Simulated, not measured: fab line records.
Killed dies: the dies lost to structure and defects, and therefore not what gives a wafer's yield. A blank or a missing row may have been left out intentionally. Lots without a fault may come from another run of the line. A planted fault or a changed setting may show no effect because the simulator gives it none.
Struck lot and sound lot, side by side | flow sky130 | 17 steps out of a route of 708
Sound: the wafers L251.1, L251.3, L251.6. Struck: wafers L265.1, L265.2, L265.4. Last of all comes the cause.
Each step with rows lists, per side, the tool, then ch with its chambers, then its first start. Under that, the readings that differ: sound wafers | struck wafers | difference of the means | sigmas: that difference in standard deviations of wafers without a fault.
alike: words and numbers the same on both sides, and readings whose means are apart by under 2 such deviations; not compared: readings that were withheld, readings missing a value for some wafer, numbers with overlapping values and no deviation given by the record, and bounds like >300 which may hide the same value.
The two part at a step that has a row with sigmas, a row that says differs or no value, or rows on one side only. When numbers do not overlap yet have no deviation, they are printed without sigmas and do not part them. A reading that every wafer of one side lacks parts them only if that side has two wafers or more.

first, 3 steps without rows for these wafers: SKY_VT_ADJUST_HVTP_EXPOSE_04 (exposes mask HVTPM, target cd 380 nm); SKY_VT_ADJUST_HVTP_PEB_05; SKY_VT_ADJUST_HVTP_DEVELOP_06 (develop time 60 s).
SKY_VT_ADJUST_HVTP_CD_MEAS_07: the cd target is 380 nm.
  sound: cd-sem-02 at day 6 11:06; struck: cd-sem-02 at day 10 00:13
  alike: cd-nm
SKY_VT_ADJUST_HVTP_OVL_MEAS_08:
  sound: overlay-01 at day 6 11:13; struck: overlay-01 at day 10 00:20
  reading                 | sound         | struck         | difference | sigmas
  VT_ADJUST_HVTP_OVL (nm) | -0.5 0.5 -0.4 | -2.3 -3.4 -3.4 | -2.9       | -2
after that, 1 step had no rows for these wafers: SKY_VT_ADJUST_HVTP_IMPLANT_09.
SKY_VT_ADJUST_HVTP_STRIP_10: strips in O2/N2.
  sound on plasma-asher-04 ch 0,1, day 6 11:25; struck on plasma-asher-04 ch 0,1, day 10 00:31
  alike: drypump-motor-current-A, oes-product-au, strip-time-to-endpoint-s
  not compared: rf-hours-counter-h
SKY_VT_ADJUST_HVTP_TW_MEAS_11:
  sound: film-metro-04 at day 6 11:31; struck: film-metro-04 at day 10 00:37
  alike: VT_ADJUST_HVTP_TW
then, 4 steps without rows for these wafers: SKY_VT_ADJUST_LVTN_DEHYDRATE_00 (time 60 s); SKY_VT_ADJUST_LVTN_HMDS_01 (prime time 60 s); SKY_VT_ADJUST_LVTN_COAT_02 (resist thk 3000 nm); SKY_VT_ADJUST_LVTN_SOFTBAKE_03.
SKY_VT_ADJUST_LVTN_EXPOSE_04: exposes mask NWM COMPLEMENT LESS NATIVE, target cd 840 nm.
  sound on iline-stepper-01 ch 0, day 6 20:51; struck on iline-stepper-01 ch 0, day 10 12:08
  alike: mask, reticle-temp-C
after that, 1 step had no rows for these wafers: SKY_VT_ADJUST_LVTN_PEB_05.
SKY_VT_ADJUST_LVTN_DEVELOP_06: develop time 58.4 s.
  sound on litho-track-02 ch 0; struck on litho-track-02 ch 0
  reading                         | sound           | struck            | difference | sigmas
  model.VT_ADJUST_LVTN.cd-nm (nm) | 829 829.9 828.4 | 844.5 847.4 850.4 | +18.3      |
SKY_VT_ADJUST_LVTN_OVL_MEAS_07:
  sound: overlay-02 at day 7 05:58; struck: overlay-02 at day 10 23:19
  alike: VT_ADJUST_LVTN_OVL
-- here the record skips 39 days between the struck wafers' starts before and after, leaving off in module VT_ADJUST_LVTN and picking up in module PAD_OPEN (first step shown: number 708 of the route) --
SKY_PAD_OPEN_PROBE_99:
  sound: prober-02 at day 46 20:10; struck: prober-02 at day 50 02:49
  alike: killed_at_M0_to_M3, killed_at_M4_up, killed-at-contacts, killed-at-front-end, killed-at-other, killed-dies, killed-open, killed-short

WHERE THEY PART
Only at SKY_VT_ADJUST_HVTP_OVL_MEAS_08, within this record. Later steps at which nothing parts them and some readings are alike: SKY_VT_ADJUST_HVTP_STRIP_10, SKY_VT_ADJUST_HVTP_TW_MEAS_11, SKY_VT_ADJUST_LVTN_EXPOSE_04, SKY_VT_ADJUST_LVTN_OVL_MEAS_07, SKY_PAD_OPEN_PROBE_99.

WHY: whatever the simulator had introduced
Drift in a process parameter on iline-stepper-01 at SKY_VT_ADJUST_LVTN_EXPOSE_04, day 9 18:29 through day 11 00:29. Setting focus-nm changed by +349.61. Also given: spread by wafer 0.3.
